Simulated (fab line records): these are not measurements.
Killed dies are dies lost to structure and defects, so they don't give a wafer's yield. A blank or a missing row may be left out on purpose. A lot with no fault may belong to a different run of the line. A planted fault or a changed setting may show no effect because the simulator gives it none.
A lot that was struck, set against a sound lot	flow sky130	15 out of 708 route steps
Sound: these wafers, L373.2, L373.5, L373.6. Struck: wafers L384.1, L384.3, L384.6. Last of all comes the cause.
At each step with rows: each side's tool, then ch and its chambers, then its first start. Under that, the readings that differ: sound wafers	struck wafers	difference of the means	sigmas: that difference in standard deviations of wafers without a fault.
alike: a reading whose means differ by less than 2 such deviations, as well as words and numbers matching on both sides. not compared: withheld readings; readings where some wafer has no value; bounds like >300 that might hide an equal value; numbers whose values overlap and for which the record gives no deviation.
Wherever a step has rows on one side only, a row that says differs or no value, or a row with sigmas, the two part there. When numbers do not overlap yet have no deviation, they are printed without sigmas and do not part them. A reading that every wafer of one side lacks parts them only if that side has two wafers or more.

first, 2 steps without rows for these wafers: SKY_METAL2_CLEAN_23 (cleans in O3/DIW); SKY_VIA2_HDPCVD_00 (deposits SiO2, target thk 1180 nm, time 196.7 s).
SKY_VIA2_THK_MEAS_01:
  sound on film-metro-01, day 38 04:16; struck on film-metro-01, day 41 03:24
  alike: VIA2_HDPCVD_THK
SKY_VIA2_CMP_02: polishes SiO2.
  sound on cmp-02 ch 0,1,3, day 38 04:28; struck on cmp-01 ch 0,1, day 41 03:28
  alike: motor-current-A
SKY_VIA2_BOW_MEAS_03:
  sound on film-metro-03, day 38 04:38; struck on film-metro-01, day 41 03:46
  alike: VIA2_BOW
then, 7 steps without rows for these wafers: SKY_VIA2_DEHYDRATE_04 (time 60 s); SKY_VIA2_HMDS_05 (prime time 60 s); SKY_VIA2_COAT_06 (resist thk 60 nm); SKY_VIA2_COAT_07 (resist thk 450 nm); SKY_VIA2_SOFTBAKE_08 (time 90 s); SKY_VIA2_EXPOSE_09 (exposes mask VIM2, target cd 200 nm); SKY_VIA2_PEB_10.
SKY_VIA2_DEVELOP_11: develop time 60 s.
  sound on litho-track-04 ch 0, day 39 05:00; struck on litho-track-04 ch 0, day 42 03:00
reading	sound	struck	difference	sigmas
developer-temp-C (C)	20.98 20.97 21.01	22.94 23.08 23.16	+2.07	+21
SKY_VIA2_CD_MEAS_12 targets a cd of 200 nm.
  sound on cd-sem-01, day 39 05:45; struck on cd-sem-02, day 42 03:53
  alike: cd-nm
-- the record jumps here: 8 days lie between the struck wafers' starts before and after (it left off in module VIA2 and takes up again in module PAD_OPEN, whose first step shown is number 708 of the route) --
SKY_PAD_OPEN_PROBE_99:
  sound on prober-02, day 48 05:18; struck on prober-02, day 50 10:11
  alike: defect-limited-yield, killed_at_M0_to_M3, killed_at_M4_up, killed-at-contacts, killed-at-front-end, killed-at-other, killed-dies, killed-open, killed-short, sort_bin_3_pad_short, sort_bin_5_function, sort_bin_6_memory, sort-n-pass, sort-yield-pct

== WHERE THEY PART ==
Only at SKY_VIA2_DEVELOP_11, as far as this record shows. Later steps at which nothing parts them and some readings are alike: SKY_VIA2_CD_MEAS_12, SKY_PAD_OPEN_PROBE_99.

WHY: whatever the simulator had introduced
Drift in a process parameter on litho-track-04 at SKY_VIA2_DEVELOP_11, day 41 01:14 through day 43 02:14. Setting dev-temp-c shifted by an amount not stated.
